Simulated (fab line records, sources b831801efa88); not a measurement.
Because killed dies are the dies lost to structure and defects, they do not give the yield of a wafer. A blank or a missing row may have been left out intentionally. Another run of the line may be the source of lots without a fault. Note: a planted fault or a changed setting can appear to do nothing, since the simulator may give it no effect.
Which of the tools did it? | flow sfq-line | route of 325 steps, sampled at 1 step: 16 lots, 48 wafers

== WHAT THE GAUGES SHOWED, per wafer ==
SFQ_L0_THK_MEAS_902: measures by xrf.
lot  | measured    | on            | L0_MONX_KI_THK (nm)
L426 | day 1 12:43 | film-metro-04 | 40.6 40.6 40.9
L427 | day 1 17:41 | film-metro-04 | 41.1 40.8 40.0
L428 | day 1 22:41 | film-metro-01 | 40.0 41.0 40.3
L429 | day 2 03:41 | film-metro-01 | 39.7 39.3 39.7
L431 | day 2 13:42 | film-metro-01 | 40.2 39.6 41.2
L432 | day 2 18:41 | film-metro-01 | 40.3 40.1 40.6
L433 | day 2 23:41 | film-metro-01 | 40.4 41.0 40.8
L435 | day 3 09:41 | film-metro-04 | 40.8 40.4 40.8
L436 | day 3 14:41 | film-metro-02 | 41.3 41.0 41.1
L437 | day 3 19:41 | film-metro-01 | 40.8 41.1 40.8
L440 | day 4 10:42 | film-metro-01 | 39.9 40.1 40.5
L442 | day 4 20:41 | film-metro-01 | 41.0 40.0 40.1
L443 | day 5 01:41 | film-metro-01 | 40.0 40.1 39.7
L444 | day 5 06:41 | film-metro-02 | 39.4 39.9 39.9
L445 | day 5 11:42 | film-metro-04 | 39.2 39.4 39.7
L449 | day 6 07:41 | film-metro-04 | 40.2 40.1 40.2

== WHICH TOOL RAN EACH LOT (tool, then ch and the chambers of the sampled wafers, then the start) ==
No process step before these readings appears in the record.

== WHAT THE TOOLS THEMSELVES READ (means of the sampled wafers that have a number; where no wafer has one, the mark that the record gives instead) ==
The record holds no such reading with a usual standard deviation.

== THE ANSWER, worked out from the rows above alone ==
Rule: the usual values come from the lots themselves. The widest of any qualifying gaps counts: lots, ordered by their means at a reading, are off when they make up no more than a third of the lots, leave a main group of 4 or more, and stand apart from it by 3 or more times the standard deviation of that group's means. If all means in a main group match to the digits the tables above print for the reading, that group is not used. A lot without any number at a reading at which 4 lots or more have one is off too. The other lots that the step has rows for count as sound. After the gauges, taken in route order, come the tools' own readings; for these a lot's mean is taken, as printed above. At the first step where some lot is off, the reading lying furthest off is the one used; lots without a number count as furthest.
No lot is off at any reading shown: from this, nothing can be told.

== WHAT THE SIMULATOR HAD INSERTED ==
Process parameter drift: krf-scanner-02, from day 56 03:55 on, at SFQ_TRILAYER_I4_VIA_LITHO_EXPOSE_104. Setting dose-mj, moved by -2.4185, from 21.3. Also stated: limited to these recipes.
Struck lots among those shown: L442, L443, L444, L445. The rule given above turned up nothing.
